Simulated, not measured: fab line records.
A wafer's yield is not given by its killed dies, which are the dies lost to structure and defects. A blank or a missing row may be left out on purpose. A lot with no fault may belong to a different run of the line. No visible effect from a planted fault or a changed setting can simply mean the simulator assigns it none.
A struck lot beside a sound one || flow sky130 || 44 out of 708 route steps
Sound: these wafers, L523.1, L523.3, L523.6. Wafers L528.1, L528.3, L528.6 were the ones struck. The cause is given at the end.
Per side, at each step with rows, come the tool, then ch with its chambers, and then its first start. Under that, the readings that differ: sound wafers || struck wafers || difference of the means || sigmas: that difference in standard deviations of wafers without a fault.
alike: a reading whose means differ by less than 2 such deviations, as well as words and numbers matching on both sides. not compared: withheld readings; readings where some wafer has no value; bounds like >300 that might hide an equal value; numbers whose values overlap and for which the record gives no deviation.
Wherever a step has rows on one side only, a row that says differs or no value, or a row with sigmas, the two part there. Numbers that don't overlap but have no deviation are shown without sigmas and don't part them. A reading that every wafer of one side lacks parts them only if that side has two wafers or more.

first, 5 steps without rows for these wafers: SKY_FIELD_ISO_WET_ETCH_18 (etches Si3N4 in H3PO4, target depth 25 nm, time 286 s); SKY_FIELD_ISO_CLEAN_19 (cleans in SC1/SC2, time 150 s); SKY_FIELD_ISO_CLEAN_20 (cleans in dHF, time 20 s); SKY_FIELD_ISO_WET_ETCH_21 (etches SiO2 in dHF, target depth 20 nm, time 400 s); SKY_FIELD_ISO_OXIDATION_22 (stabilise 600 s, purge 300 s, target thk 10 nm).
SKY_FIELD_ISO_THK_MEAS_23:
  sound on film-metro-03 at day 3 21:11; struck on film-metro-04 at day 5 01:55
  alike: FIELD_ISO_OXIDATION_01_THK
then, 1 step without rows for these wafers: SKY_FIELD_ISO_CVD_24 (deposits SiO2, target thk 595 nm, time 99.2 s).
SKY_FIELD_ISO_THK_MEAS_25:
  sound on film-metro-03 at day 3 21:19; struck on film-metro-02 at day 5 02:03
  alike: FIELD_ISO_CVD_24_THK
then, 1 step without rows for these wafers: SKY_FIELD_ISO_ANNEAL_26 (time 1800 s).
SKY_FIELD_ISO_CMP_27: polishes, stops on Si3N4, t overpolish 16 s, target thk 457.8 nm.
  sound on cmp-01 ch 0,1,2, day 4 00:10; struck on cmp-01 ch 0,1,3, day 5 03:37
  alike: motor-current-A, overpolish-run-s, platen-rpm, time-to-endpoint-s
then, 2 steps without rows for these wafers: SKY_FIELD_ISO_WET_ETCH_28 (etches SiO2 in dHF, target depth 23.7 nm, time 48.49 s); SKY_FIELD_ISO_WET_ETCH_29 (etches Si3N4 in H3PO4, target depth 160 nm, time 1825 s).
SKY_FIELD_ISO_WET_ETCH_30: etches SiO2 in dHF, target depth 25 nm, time 50 s.
  sound on wet-bench-01 ch 3, day 4 01:01; struck on wet-bench-01 ch 3, day 5 04:30
{"reading": "bath-heat-duty-pct (%)", "sound": "5.7 6.5 6.5", "struck": "27.0 27.2 25.8", "difference": "+20.4", "sigmas": "+30"}
{"reading": "temp-c (C)", "sound": "25.00 25.13 24.91", "struck": "39.80 39.79 39.73", "difference": "+14.76", "sigmas": "+99 or more"}
{"reading": "model.SiO2_of_FIELD_ISO_CVD_24.thk-nm (nm)", "sound": "401.9 402.2 404.1", "struck": "384.2 384.6 383.2", "difference": -18.7, "sigmas": ""}
then, 2 steps without rows for these wafers: SKY_NWELL_CLEAN_00 (cleans in SC1/SC2, time 150 s); SKY_NWELL_OXIDATION_01 (stabilise 600 s, purge 300 s, target thk 10 nm).
SKY_NWELL_THK_MEAS_02:
  sound on film-metro-03 at day 4 02:44; struck on film-metro-03 at day 5 09:22
  alike: NWELL_OXIDATION_THK
then, 8 steps without rows for these wafers: SKY_DNWELL_DEHYDRATE_00 (time 60 s); SKY_DNWELL_HMDS_01 (prime time 60 s); SKY_DNWELL_COAT_02 (resist thk 3000 nm); SKY_DNWELL_SOFTBAKE_03; SKY_DNWELL_EXPOSE_04 (exposes mask DNM, target cd 3000 nm); SKY_DNWELL_PEB_05; SKY_DNWELL_DEVELOP_06 (develop time 60 s); SKY_DNWELL_IMPLANT_07.
SKY_DNWELL_STRIP_08: strips in O2/N2.
  sound on plasma-asher-02 ch 0,1, day 4 20:07; struck on plasma-asher-03 ch 0, day 6 03:26
{"reading": "chamber-pressure-mTorr (mTorr)", "sound": "1497.3 1499.9 1495.7", "struck": "1499.9 1499.0 1502.1", "difference": "+2.7", "sigmas": "+2"}
  alike: drypump-motor-current-A, oes-product-au, strip-time-to-endpoint-s
  not compared: rf-hours-counter-h
SKY_DNWELL_TW_MEAS_09:
  sound on film-metro-03 at day 4 20:13; struck on film-metro-02 at day 6 03:32
  alike: DNWELL_TW
then, 7 steps without rows for these wafers: SKY_PWDE_DEHYDRATE_00 (time 60 s); SKY_PWDE_HMDS_01 (prime time 60 s); SKY_PWDE_COAT_02 (resist thk 3000 nm); SKY_PWDE_SOFTBAKE_03; SKY_PWDE_EXPOSE_04 (exposes mask PWDEM, target cd 840 nm); SKY_PWDE_PEB_05; SKY_PWDE_DEVELOP_06 (develop time 60 s).
SKY_PWDE_OVL_MEAS_07:
  sound on overlay-01 at day 5 13:49; struck on overlay-02 at day 6 22:37
  alike: PWDE_OVL
then, 1 step without rows for these wafers: SKY_PWDE_IMPLANT_08.
SKY_PWDE_STRIP_09: strips in O2/N2.
  sound on plasma-asher-01 ch 0,1, day 5 14:06; struck on plasma-asher-04 ch 1, day 6 22:48
  alike: chamber-pressure-mTorr, drypump-motor-current-A, oes-product-au, strip-time-to-endpoint-s
  not compared: rf-hours-counter-h
SKY_PWDE_TW_MEAS_10:
  sound on film-metro-03 at day 5 14:12; struck on film-metro-03 at day 6 22:54
  alike: PWDE_TW
then, 5 steps without rows for these wafers: SKY_NWELL_DEHYDRATE_03 (time 60 s); SKY_NWELL_HMDS_04 (prime time 60 s); SKY_NWELL_COAT_05 (resist thk 3000 nm); SKY_NWELL_SOFTBAKE_06; SKY_NWELL_EXPOSE_07 (exposes mask NWM, target cd 840 nm).
-- the record jumps here: 25 days lie between the struck wafers' starts before and after (it left off in module NWELL and takes up again in module SALICIDE, whose first step shown is number 361 of the route) --
SKY_SALICIDE_CLEAN_00: cleans in HF-last, time 30 s.
  sound on wet-bench-03 ch 3, day 30 10:58; struck on wet-bench-04 ch 3, day 32 04:25
{"reading": "model.SiO2_of_FIELD_ISO_CVD_24.thk-nm (nm)", "sound": "355.6 355.8 357.6", "struck": "338.2 338.6 337.2", "difference": -18.3, "sigmas": ""}
-- the record jumps here: 17 days lie between the struck wafers' starts before and after (it left off in module SALICIDE and takes up again in module PAD_OPEN, whose first step shown is number 708 of the route) --
SKY_PAD_OPEN_PROBE_99:
  sound on prober-01 at day 47 14:21; struck on prober-01 at day 48 20:44
{"reading": "killed_at_M0_to_M3", "sound": "61 57 43", "struck": "30 40 32", "difference": -20, "sigmas": -3}
{"reading": "killed-dies", "sound": "110 94 84", "struck": "69 77 81", "difference": -20, "sigmas": -2}
{"reading": "killed-open", "sound": "63 58 42", "struck": "37 37 36", "difference": -18, "sigmas": -2}
{"reading": "model.etest.res_p_drift_20v.line-ohm-um", "sound": "1.134e+04 1.137e+04 1.149e+04", "struck": "1.044e+04 1.095e+04 1.073e+04", "difference": -6.933e+02, "sigmas": ""}
{"reading": "model.etest.res_p_drift_20v.rs-ohm-sq", "sound": "9471 9402 9660", "struck": "8624 9025 8973", "difference": -637, "sigmas": ""}
{"reading": "model.etest.pfet_16v.r-on-ohm-um", "sound": "1.579e+04 1.586e+04 1.616e+04", "struck": "1.468e+04 1.49e+04 1.488e+04", "difference": -1.117e+03, "sigmas": ""}
{"reading": "model.etest.res-iso-pwell.rs-ohm-sq", "sound": "3144 3136 3250", "struck": "2584 2698 2673", "difference": -525, "sigmas": ""}
{"reading": "model.etest.res-iso-pwell.line-ohm-um", "sound": "1191 1179 1214", "struck": "966.5 1011 1006", "difference": -200.2, "sigmas": ""}
{"reading": "model.etest.cap-li-to-poly.c-af-um2", "sound": "102.2 97.45 100", "struck": "92.93 92.92 93.82", "difference": -6.66, "sigmas": ""}
{"reading": "model.etest.cap-poly-to-well.c-af-um2", "sound": "90.76 88.83 90.69", "struck": "97.81 94.45 93.03", "difference": "+5.00", "sigmas": ""}
{"reading": "model.etest.field-p.vt-v (V)", "sound": "-45.54 -45.24 -45.99", "struck": "-36.13 -38.17 -37.46", "difference": "+8.34", "sigmas": ""}
  alike: killed_at_M4_up, killed-at-contacts, killed-at-front-end, killed-at-other, killed-short

## WHERE THEY PART
At SKY_FIELD_ISO_WET_ETCH_30 first; at SKY_PAD_OPEN_PROBE_99 last (within this record only).

WHY: what the simulator had put in
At SKY_FIELD_ISO_WET_ETCH_30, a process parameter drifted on wet-bench-01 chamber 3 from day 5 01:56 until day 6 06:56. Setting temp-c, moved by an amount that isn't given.
